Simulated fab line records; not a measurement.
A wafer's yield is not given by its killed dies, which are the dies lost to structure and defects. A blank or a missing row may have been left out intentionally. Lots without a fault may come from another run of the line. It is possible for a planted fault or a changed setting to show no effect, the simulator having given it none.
Which tool was responsible? / flow sky130 / 24 lots with 72 wafers sampled at 6 steps, on a route of 708 steps

## WHAT THE GAUGES SHOWED, per wafer
SKY_NWELL_OVL_MEAS_10. Usual: NWELL_00_OVL 0.4 nm, standard deviation 1.4.
lot=L074; measured=day 3 09:49; on=overlay-01; NWELL_00_OVL (nm)=1.0 -0.8 -0.3; flag=
lot=L075; measured=day 4 12:37; on=overlay-01; NWELL_00_OVL (nm)=2.6 2.7 1.6; flag=
lot=L076; measured=day 4 13:49; on=overlay-01; NWELL_00_OVL (nm)=1.9 0.8 0.5; flag=
lot=L077; measured=day 5 01:51; on=overlay-01; NWELL_00_OVL (nm)=1.5 1.7 0.2; flag=
lot=L078; measured=day 5 02:52; on=overlay-02; NWELL_00_OVL (nm)=-1.0 -1.7 0.8; flag=
lot=L079; measured=day 5 19:43; on=overlay-02; NWELL_00_OVL (nm)=1.3 1.6 -1.1; flag=
lot=L080; measured=day 6 02:43; on=overlay-02; NWELL_00_OVL (nm)=1.4 0.5 -0.4; flag=
lot=L081; measured=day 6 08:28; on=overlay-02; NWELL_00_OVL (nm)=-2.6 -1.5 -2.4; flag=
lot=L082; measured=day 6 14:25; on=overlay-02; NWELL_00_OVL (nm)=-0.4 -0.8 -0.9; flag=
lot=L083; measured=day 6 22:31; on=overlay-01; NWELL_00_OVL (nm)=1.5 0.6 1.2; flag=
lot=L084; measured=day 7 04:19; on=overlay-01; NWELL_00_OVL (nm)=-1.8 0.3 -1.8; flag=
lot=L085; measured=day 7 07:49; on=overlay-02; NWELL_00_OVL (nm)=0.7 -0.4 2.7; flag=
lot=L086; measured=day 7 13:55; on=overlay-02; NWELL_00_OVL (nm)=0.8 1.7 1.7; flag=
lot=L087; measured=day 7 18:31; on=overlay-01; NWELL_00_OVL (nm)=1.3 1.9 -0.9; flag=
lot=L088; measured=day 7 22:42; on=overlay-01; NWELL_00_OVL (nm)=1.0 -0.3 0.2; flag=
lot=L089; measured=day 8 07:35; on=overlay-02; NWELL_00_OVL (nm)=0.7 -0.4 -0.8; flag=
lot=L090; measured=day 8 12:34; on=overlay-02; NWELL_00_OVL (nm)=0.7 1.3 2.2; flag=
lot=L091; measured=day 9 00:31; on=overlay-02; NWELL_00_OVL (nm)=-0.9 -1.7 -0.1; flag=
lot=L092; measured=day 9 05:16; on=overlay-02; NWELL_00_OVL (nm)=0.1 -1.1 -0.3; flag=
lot=L093; measured=day 9 10:01; on=overlay-02; NWELL_00_OVL (nm)=-1.2 -1.2 -0.7; flag=
lot=L094; measured=day 9 21:54; on=overlay-02; NWELL_00_OVL (nm)=1.8 2.8 0.9; flag=
lot=L096; measured=day 10 10:10; on=overlay-02; NWELL_00_OVL (nm)=1.9 1.5 1.7; flag=
lot=L095; measured=day 10 11:07; on=overlay-01; NWELL_00_OVL (nm)=1.3 2.2 1.7; flag=
lot=L097; measured=day 10 20:52; on=overlay-01; NWELL_00_OVL (nm)=-0.4 -1.0 0.5; flag=

SKY_METAL2_CD_MEAS_15: target cd 140 nm. Usual: cdNm at 140.0 nm, with a standard deviation of 1.5.
lot=L074; measured=day 33 23:45; on=cdSem-02; cdNm (nm)=138.8 139.3 137.7; flag=
lot=L075; measured=day 35 02:16; on=cdSem-01; cdNm (nm)=139.8 138.6 140.0; flag=
lot=L076; measured=day 35 20:01; on=cdSem-01; cdNm (nm)=138.6 140.2 139.4; flag=
lot=L077; measured=day 36 16:28; on=cdSem-01; cdNm (nm)=138.0 138.1 138.0; flag=
lot=L078; measured=day 36 18:22; on=cdSem-02; cdNm (nm)=138.7 139.2 139.7; flag=
lot=L079; measured=day 36 23:34; on=cdSem-02; cdNm (nm)=140.5 141.1 140.3; flag=
lot=L080; measured=day 37 06:22; on=cdSem-01; cdNm (nm)=139.4 138.2 137.8; flag=
lot=L081; measured=day 37 21:05; on=cdSem-02; cdNm (nm)=138.7 138.8 139.1; flag=
lot=L082; measured=day 38 08:32; on=cdSem-01; cdNm (nm)=138.8 138.6 138.6; flag=
lot=L083; measured=day 38 12:36; on=cdSem-01; cdNm (nm)=142.7 141.5 140.6; flag=
lot=L084; measured=day 38 22:25; on=cdSem-02; cdNm (nm)=141.2 139.8 141.5; flag=
lot=L085; measured=day 39 02:04; on=cdSem-02; cdNm (nm)=142.1 141.9 141.2; flag=
lot=L086; measured=day 40 23:42; on=cdSem-01; cdNm (nm)=138.4 137.5 138.0; flag=
lot=L087; measured=day 40 19:17; on=cdSem-02; cdNm (nm)=142.8 141.3 141.6; flag=
lot=L088; measured=day 41 00:03; on=cdSem-01; cdNm (nm)=140.8 139.7 139.5; flag=
lot=L089; measured=day 40 21:49; on=cdSem-01; cdNm (nm)=140.1 142.3 141.6; flag=
lot=L090; measured=day 40 18:58; on=cdSem-01; cdNm (nm)=141.5 140.7 141.5; flag=
lot=L091; measured=day 41 01:47; on=cdSem-02; cdNm (nm)=139.1 138.7 139.4; flag=
lot=L092; measured=day 41 03:44; on=cdSem-01; cdNm (nm)=139.9 140.2 139.8; flag=
lot=L093; measured=day 41 04:04; on=cdSem-02; cdNm (nm)=137.5 138.4 138.2; flag=
lot=L094; measured=day 41 18:55; on=cdSem-02; cdNm (nm)=142.9 143.4 142.4; flag=
lot=L096; measured=day 42 15:13; on=cdSem-02; cdNm (nm)=140.3 138.9 139.3; flag=
lot=L095; measured=day 42 13:13; on=cdSem-01; cdNm (nm)=140.0 140.0 140.5; flag=
lot=L097; measured=day 42 19:19; on=cdSem-01; cdNm (nm)=141.7 141.9 140.8; flag=

SKY_VIA3_THK_MEAS_23: measures by xrf. Usual: VIA3_W_THK 392 nm, standard deviation 5.4.
lot=L074; measured=day 38 09:19; on=filmMetro-04; VIA3_W_THK (nm)=388 394 393; flag=
lot=L075; measured=day 39 13:27; on=filmMetro-02; VIA3_W_THK (nm)=384 386 384; flag=
lot=L076; measured=day 40 09:47; on=filmMetro-04; VIA3_W_THK (nm)=396 396 403; flag=
lot=L077; measured=day 41 04:34; on=filmMetro-03; VIA3_W_THK (nm)=384 386 388; flag=
lot=L078; measured=day 41 06:23; on=filmMetro-02; VIA3_W_THK (nm)=384 385 386; flag=
lot=L079; measured=day 41 10:59; on=filmMetro-03; VIA3_W_THK (nm)=384 388 388; flag=
lot=L080; measured=day 41 15:47; on=filmMetro-02; VIA3_W_THK (nm)=387 380 383; flag=
lot=L081; measured=day 42 07:35; on=filmMetro-04; VIA3_W_THK (nm)=390 398 402; flag=
lot=L082; measured=day 42 18:38; on=filmMetro-03; VIA3_W_THK (nm)=399 396 393; flag=
lot=L083; measured=day 42 23:05; on=filmMetro-04; VIA3_W_THK (nm)=390 388 391; flag=
lot=L084; measured=day 43 05:32; on=filmMetro-04; VIA3_W_THK (nm)=397 394 399; flag=
lot=L085; measured=day 43 09:25; on=filmMetro-04; VIA3_W_THK (nm)=398 395 398; flag=
lot=L086; measured=day 45 03:23; on=filmMetro-02; VIA3_W_THK (nm)=385 390 388; flag=
lot=L087; measured=day 44 23:34; on=filmMetro-02; VIA3_W_THK (nm)=388 379 384; flag=
lot=L088; measured=day 45 04:10; on=filmMetro-03; VIA3_W_THK (nm)=394 393 396; flag=
lot=L089; measured=day 45 01:42; on=filmMetro-04; VIA3_W_THK (nm)=397 399 396; flag=
lot=L090; measured=day 45 00:16; on=filmMetro-04; VIA3_W_THK (nm)=401 399 396; flag=
lot=L091; measured=day 45 06:07; on=filmMetro-04; VIA3_W_THK (nm)=397 393 397; flag=
lot=L092; measured=day 45 06:51; on=filmMetro-02; VIA3_W_THK (nm)=396 393 394; flag=
lot=L093; measured=day 45 07:29; on=filmMetro-02; VIA3_W_THK (nm)=392 389 393; flag=
lot=L094; measured=day 45 20:08; on=filmMetro-04; VIA3_W_THK (nm)=396 395 393; flag=
lot=L096; measured=day 46 13:52; on=filmMetro-02; VIA3_W_THK (nm)=387 387 391; flag=
lot=L095; measured=day 46 11:30; on=filmMetro-02; VIA3_W_THK (nm)=393 399 396; flag=
lot=L097; measured=day 46 17:59; on=filmMetro-02; VIA3_W_THK (nm)=392 390 390; flag=

SKY_METAL4_CD_MEAS_13: target cd 300 nm. Usual: cdNm at 300.1 nm, with a standard deviation of 1.5.
lot=L074; measured=day 40 13:28; on=cdSem-01; cdNm (nm)=300.4 300.0 300.3; flag=
lot=L075; measured=day 41 15:20; on=cdSem-02; cdNm (nm)=299.7 299.8 300.1; flag=
lot=L076; measured=day 42 11:29; on=cdSem-01; cdNm (nm)=298.0 299.5 296.6; flag=
lot=L077; measured=day 43 04:58; on=cdSem-01; cdNm (nm)=297.6 298.2 297.3; flag=
lot=L078; measured=day 43 05:56; on=cdSem-02; cdNm (nm)=298.8 298.9 298.9; flag=
lot=L079; measured=day 43 11:37; on=cdSem-01; cdNm (nm)=300.6 299.7 302.8; flag=
lot=L080; measured=day 43 16:16; on=cdSem-01; cdNm (nm)=301.8 300.6 300.8; flag=
lot=L081; measured=day 44 07:50; on=cdSem-01; cdNm (nm)=299.4 300.0 301.4; flag=
lot=L082; measured=day 44 18:14; on=cdSem-02; cdNm (nm)=301.5 302.3 301.2; flag=
lot=L083; measured=day 44 20:58; on=cdSem-02; cdNm (nm)=300.2 300.4 300.7; flag=
lot=L084; measured=day 45 04:40; on=cdSem-01; cdNm (nm)=301.2 301.9 299.0; flag=
lot=L085; measured=day 45 08:01; on=cdSem-02; cdNm (nm)=299.5 300.0 299.2; flag=
lot=L086; measured=day 46 22:22; on=cdSem-01; cdNm (nm)=301.9 300.9 297.9; flag=
lot=L087; measured=day 46 18:50; on=cdSem-01; cdNm (nm)=301.9 299.4 300.2; flag=
lot=L088; measured=day 46 22:43; on=cdSem-02; cdNm (nm)=301.4 301.0 299.7; flag=
lot=L089; measured=day 46 20:31; on=cdSem-01; cdNm (nm)=302.0 301.4 301.9; flag=
lot=L090; measured=day 46 19:43; on=cdSem-02; cdNm (nm)=297.8 297.9 298.7; flag=
lot=L091; measured=day 46 23:50; on=cdSem-01; cdNm (nm)=300.0 299.8 300.7; flag=
lot=L092; measured=day 47 00:11; on=cdSem-02; cdNm (nm)=298.7 297.8 298.2; flag=
lot=L093; measured=day 47 01:07; on=cdSem-01; cdNm (nm)=302.7 302.9 303.5; flag=
lot=L094; measured=day 47 13:25; on=cdSem-01; cdNm (nm)=300.1 298.7 300.3; flag=
lot=L096; measured=day 48 05:34; on=cdSem-01; cdNm (nm)=299.6 299.0 299.8; flag=
lot=L095; measured=day 48 03:08; on=cdSem-01; cdNm (nm)=299.4 300.4 298.5; flag=
lot=L097; measured=day 48 09:37; on=cdSem-02; cdNm (nm)=302.7 302.7 302.3; flag=

SKY_PAD_OPEN_BOW_MEAS_13. Usual: PAD_OPEN_BOW 46 um, standard deviation 8.7.
lot=L074; measured=day 44 18:37; on=filmMetro-04; PAD_OPEN_BOW (um)=49 48 61; flag=
lot=L075; measured=day 45 15:40; on=filmMetro-04; PAD_OPEN_BOW (um)=48 47 49; flag=
lot=L076; measured=day 46 10:31; on=filmMetro-01; PAD_OPEN_BOW (um)=46 40 54; flag=
lot=L077; measured=day 47 01:55; on=filmMetro-04; PAD_OPEN_BOW (um)=31 41 38; flag=
lot=L078; measured=day 47 03:36; on=filmMetro-01; PAD_OPEN_BOW (um)=46 54 42; flag=
lot=L079; measured=day 47 06:46; on=filmMetro-01; PAD_OPEN_BOW (um)=56 50 47; flag=
lot=L080; measured=day 47 09:49; on=filmMetro-02; PAD_OPEN_BOW (um)=38 32 44; flag=
lot=L081; measured=day 48 00:44; on=filmMetro-01; PAD_OPEN_BOW (um)=36 50 29; flag=
lot=L082; measured=day 48 08:44; on=filmMetro-01; PAD_OPEN_BOW (um)=29 50 60; flag=
lot=L083; measured=day 48 11:40; on=filmMetro-02; PAD_OPEN_BOW (um)=56 61 44; flag=
lot=L084; measured=day 48 18:16; on=filmMetro-02; PAD_OPEN_BOW (um)=38 35 36; flag=
lot=L085; measured=day 48 20:41; on=filmMetro-04; PAD_OPEN_BOW (um)=51 56 28; flag=
lot=L086; measured=day 50 06:29; on=filmMetro-02; PAD_OPEN_BOW (um)=54 45 53; flag=
lot=L087; measured=day 50 02:23; on=filmMetro-04; PAD_OPEN_BOW (um)=55 48 53; flag=
lot=L088; measured=day 50 07:08; on=filmMetro-02; PAD_OPEN_BOW (um)=38 57 44; flag=
lot=L089; measured=day 50 05:30; on=filmMetro-04; PAD_OPEN_BOW (um)=38 39 33; flag=
lot=L090; measured=day 50 04:19; on=filmMetro-02; PAD_OPEN_BOW (um)=52 50 47; flag=
lot=L091; measured=day 50 08:43; on=filmMetro-04; PAD_OPEN_BOW (um)=48 33 50; flag=
lot=L092; measured=day 50 09:43; on=filmMetro-02; PAD_OPEN_BOW (um)=51 41 51; flag=
lot=L093; measured=day 50 10:34; on=filmMetro-02; PAD_OPEN_BOW (um)=44 45 44; flag=
lot=L094; measured=day 50 18:34; on=filmMetro-01; PAD_OPEN_BOW (um)=44 42 55; flag=
lot=L096; measured=day 51 08:43; on=filmMetro-04; PAD_OPEN_BOW (um)=46 43 48; flag=
lot=L095; measured=day 51 07:37; on=filmMetro-01; PAD_OPEN_BOW (um)=59 56 64; flag=
lot=L097; measured=day 51 11:01; on=filmMetro-01; PAD_OPEN_BOW (um)=45 61 52; flag=

## EACH LOT AND THE TOOL THAT RAN IT (in order: tool; ch and the chambers of the sampled wafers; start)
lot=L074; SKY_VIA4_CMP_02=cmp-01 ch 0,3, day 40 14:46
lot=L075; SKY_VIA4_CMP_02=cmp-01 ch 0,1,2, day 41 16:40
lot=L076; SKY_VIA4_CMP_02=cmp-01 ch 0,1,2, day 42 12:53
lot=L077; SKY_VIA4_CMP_02=cmp-01 ch 2,3, day 43 06:27
lot=L078; SKY_VIA4_CMP_02=cmp-02 ch 0,1,3, day 43 07:20
lot=L079; SKY_VIA4_CMP_02=cmp-02 ch 1,2, day 43 12:56
lot=L080; SKY_VIA4_CMP_02=cmp-01 ch 0,2,3, day 43 17:37
lot=L081; SKY_VIA4_CMP_02=cmp-01 ch 1,2,3, day 44 09:24
lot=L082; SKY_VIA4_CMP_02=cmp-01 ch 0,1,3, day 44 19:49
lot=L083; SKY_VIA4_CMP_02=cmp-02 ch 0,2,3, day 44 22:35
lot=L084; SKY_VIA4_CMP_02=cmp-02 ch 0,2, day 45 06:09
lot=L085; SKY_VIA4_CMP_02=cmp-01 ch 0,1,3, day 45 09:34
lot=L086; SKY_VIA4_CMP_02=cmp-01 ch 0,1,3, day 46 23:49
lot=L087; SKY_VIA4_CMP_02=cmp-01 ch 0,1, day 46 20:08
lot=L088; SKY_VIA4_CMP_02=cmp-01 ch 0,2,3, day 47 00:46
lot=L089; SKY_VIA4_CMP_02=cmp-01 ch 0,1, day 46 21:56
lot=L090; SKY_VIA4_CMP_02=cmp-01 ch 1,2, day 46 21:02
lot=L091; SKY_VIA4_CMP_02=cmp-01 ch 0,1,2, day 47 01:08
lot=L092; SKY_VIA4_CMP_02=cmp-01 ch 0,1, day 47 01:32
lot=L093; SKY_VIA4_CMP_02=cmp-01 ch 0,1,3, day 47 02:38
lot=L094; SKY_VIA4_CMP_02=cmp-02 ch 0,3, day 47 14:44
lot=L096; SKY_VIA4_CMP_02=cmp-01 ch 0,3, day 48 06:53
lot=L095; SKY_VIA4_CMP_02=cmp-01 ch 0,2,3, day 48 04:51
lot=L097; SKY_VIA4_CMP_02=cmp-02 ch 0,1, day 48 10:58
- SKY_VIA4_CMP_02: polishes SiO2.

## WHAT THE TOOLS THEMSELVES READ (means of the sampled wafers that have a number; where no wafer has one, the mark that the record gives instead)
SKY_VIA4_CMP_02. Usual: edgeZonePressureFrac 1.000, standard deviation 0.0049; motorCurrentA 11.9 A, standard deviation 1.1.
lot=L074; tool=cmp-01; edgeZonePressureFrac=0.998; motorCurrentA (A)=10.6; flag=
lot=L075; tool=cmp-01; edgeZonePressureFrac=0.999; motorCurrentA (A)=11.4; flag=
lot=L076; tool=cmp-01; edgeZonePressureFrac=1.000; motorCurrentA (A)=11.5; flag=
lot=L077; tool=cmp-01; edgeZonePressureFrac=1.000; motorCurrentA (A)=12.6; flag=
lot=L078; tool=cmp-02; edgeZonePressureFrac=1.001; motorCurrentA (A)=11.9; flag=
lot=L079; tool=cmp-02; edgeZonePressureFrac=0.999; motorCurrentA (A)=11.5; flag=
lot=L080; tool=cmp-01; edgeZonePressureFrac=1.000; motorCurrentA (A)=11.7; flag=
lot=L081; tool=cmp-01; edgeZonePressureFrac=0.996; motorCurrentA (A)=12.2; flag=
lot=L082; tool=cmp-01; edgeZonePressureFrac=0.999; motorCurrentA (A)=11.6; flag=
lot=L083; tool=cmp-02; edgeZonePressureFrac=1.001; motorCurrentA (A)=12.7; flag=
lot=L084; tool=cmp-02; edgeZonePressureFrac=0.997; motorCurrentA (A)=12.4; flag=
lot=L085; tool=cmp-01; edgeZonePressureFrac=1.002; motorCurrentA (A)=11.8; flag=
lot=L086; tool=cmp-01; edgeZonePressureFrac=1.001; motorCurrentA (A)=11.4; flag=
lot=L087; tool=cmp-01; edgeZonePressureFrac=1.001; motorCurrentA (A)=11.4; flag=
lot=L088; tool=cmp-01; edgeZonePressureFrac=0.995; motorCurrentA (A)=11.3; flag=
lot=L089; tool=cmp-01; edgeZonePressureFrac=0.996; motorCurrentA (A)=11.5; flag=
lot=L090; tool=cmp-01; edgeZonePressureFrac=1.004; motorCurrentA (A)=12.3; flag=
lot=L091; tool=cmp-01; edgeZonePressureFrac=1.000; motorCurrentA (A)=11.8; flag=
lot=L092; tool=cmp-01; edgeZonePressureFrac=1.002; motorCurrentA (A)=10.7; flag=
lot=L093; tool=cmp-01; edgeZonePressureFrac=0.996; motorCurrentA (A)=11.1; flag=
lot=L094; tool=cmp-02; edgeZonePressureFrac=0.997; motorCurrentA (A)=12.4; flag=
lot=L096; tool=cmp-01; edgeZonePressureFrac=1.007; motorCurrentA (A)=11.4; flag=
lot=L095; tool=cmp-01; edgeZonePressureFrac=0.998; motorCurrentA (A)=11.5; flag=
lot=L097; tool=cmp-02; edgeZonePressureFrac=0.996; motorCurrentA (A)=11.1; flag=

## THE ANSWER, worked out from the rows above alone
Rule: a lot is off if the mean of its wafers that have a number lies more than 3 standard deviations from the usual mean. Also off: a lot with no number at a reading for which 4 or more lots have one. Any other lot the step has rows for is counted as sound. Order of review: gauges by route order, followed by the tools' own readings, for which a lot's mean as printed above is used. At the first step where some lot is off, the reading lying furthest off is the one used; lots without a number count as furthest.
No lot is off at any reading shown: from this, nothing can be told.

## WHAT THE SIMULATOR PUT IN
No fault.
